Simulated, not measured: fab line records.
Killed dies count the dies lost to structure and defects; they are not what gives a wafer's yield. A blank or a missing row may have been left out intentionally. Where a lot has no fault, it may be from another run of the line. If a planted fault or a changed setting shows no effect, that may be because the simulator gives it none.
Split-lot experiment    flow sfq_line    23 wafers read from 5 lots, route of 325 steps

SPLIT DETAILS
At SFQ_TRILAYER_I2_VIA_LITHO_COAT_072 (resist thk 62 nm), the setting resist_thk_nm was moved away from the recipe's 62 nm on 11 of the 23 wafers read, by -4.4% to +4.9%. All remaining wafers had this setting at the recipe value.

The reading is taken at the split's own step.

THE READING
BARC_of_TRILAYER_I2_VIA_LITHO_COAT_072.thk_nm (the simulator's own value, which no gauge read), in nm, at SFQ_TRILAYER_I2_VIA_LITHO_COAT_072 (resist thk 62 nm). The file gives no usual value for it. Here, 12 wafers ran the recipe; their average is 62.11 nm with a standard deviation of 0.26 nm.

wafer   tool, chamber at the split  resist_thk_nm as run, nm  against the recipe  BARC_of_TRILAYER_I2_VIA_LITHO_COAT_072.thk_nm, nm  against lot-mates on the recipe
L074.1  litho_track-04, 0           59.41                     -4.2%               59.43                                              -2.54
L074.2  litho_track-04, 0           62                        recipe              62.01                                              -
L074.4  litho_track-04, 0           59.41                     -4.2%               59.38                                              -2.59
L074.5  litho_track-04, 0           62                        recipe              61.93                                              -
L074.6  litho_track-04, 0           59.41                     -4.2%               59.55                                              -2.42
L075.1  litho_track-04, 0           62                        recipe              62.33                                              -
L075.2  litho_track-04, 0           59.26                     -4.4%               59.1                                               -3.01
L075.3  litho_track-04, 0           62                        recipe              61.89                                              -
L075.4  litho_track-04, 0           59.26                     -4.4%               59.4                                               -2.71
L075.5  litho_track-04, 0           59.26                     -4.4%               59.19                                              -2.92
L076.2  litho_track-01, 0           62                        recipe              62.5                                               -
L076.5  litho_track-01, 0           62                        recipe              62.5                                               -
L076.3  litho_track-01, 0           64.67                     +4.3%               64.9                                               +2.51
L076.4  litho_track-01, 0           62                        recipe              62.18                                              -
L076.6  litho_track-01, 0           64.67                     +4.3%               65.1                                               +2.71
L078.1  litho_track-04, 0           62                        recipe              61.71                                              -
L078.4  litho_track-04, 0           62                        recipe              61.89                                              -
L078.5  litho_track-04, 0           62                        recipe              61.84                                              -
L083.1  litho_track-01, 0           62                        recipe              62.26                                              -
L083.2  litho_track-01, 0           65.01                     +4.9%               65.26                                              +2.97
L083.3  litho_track-01, 0           65.01                     +4.9%               65.17                                              +2.88
L083.4  litho_track-01, 0           62                        recipe              62.32                                              -
L083.5  litho_track-01, 0           65.01                     +4.9%               65.3                                               +3.01

FIT RESULTS
A straight line over all 23 wafers: BARC_of_TRILAYER_I2_VIA_LITHO_COAT_072.thk_nm changes by +0.649 nm for each +1% of resist_thk_nm; r = +1.00; the points scatter about the line by 0.21 nm.
The same after taking each lot's own level away (the mean of its wafers on the recipe; 23 wafers): +0.618 nm for each +1%; r = +1.00; scatter 0.13 nm.
The reading moves by 3 nm for the largest change in resist_thk_nm, on that fit.
Across the lots, their own levels run from 61.813 to 62.393 nm, a range of 2.3 times the standard deviation given above.
Hence the lot-to-lot level has little effect on the slope; both slopes agree.
Check: +2.98 nm against its lot-mates is what the line predicts for one of the wafers moved furthest among these (+4.9%) when that wafer is left out of the fit. Against them it came out at +2.97 nm.

ADDITIONAL SPLITS CARRIED BY THESE WAFERS
Note: prior to the reading, these wafers also went through further splits. Each is held against what the fit with the lots' levels taken away leaves over:
other split on the same wafers                    wafers away from the commonest value  r with BARC_of_TRILAYER_I2_VIA_LITHO_COAT_072.thk_nm (lot level and that fit taken away)
SFQ_TRILAYER_INCOMING_OXIDATION_002 ox_time_s     15                                    -0.26
SFQ_TRILAYER_L0_VIA_LITHO_COAT_013 spin_rpm       9                                     -0.15
SFQ_TRILAYER_M0_LITHO_COAT_026 resist_thk_nm      8                                     -0.13
SFQ_TRILAYER_M0_LITHO_EXPOSE_022 dose_mj          6                                     -0.13
SFQ_TRILAYER_I0_VIA_LITHO_COAT_036 resist_thk_nm  4                                     +0.22
SFQ_TRILAYER_M1_LITHO_COAT_044 resist_thk_nm      6                                     +0.12
SFQ_TRILAYER_M1_LITHO_EXPOSE_040 dose_mj          11                                    -0.12
SFQ_TRILAYER_M2_DEP_SPUTTER_055 power_w           6                                     +0.33
SFQ_TRILAYER_M2_LITHO_EXPOSE_058 dose_mj          10                                    -0.28

FILE'S OWN FIT
BARC_of_TRILAYER_I2_VIA_LITHO_COAT_072.thk_nm changes by +0.617 nm for each +1% of resist_thk_nm, r = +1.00.
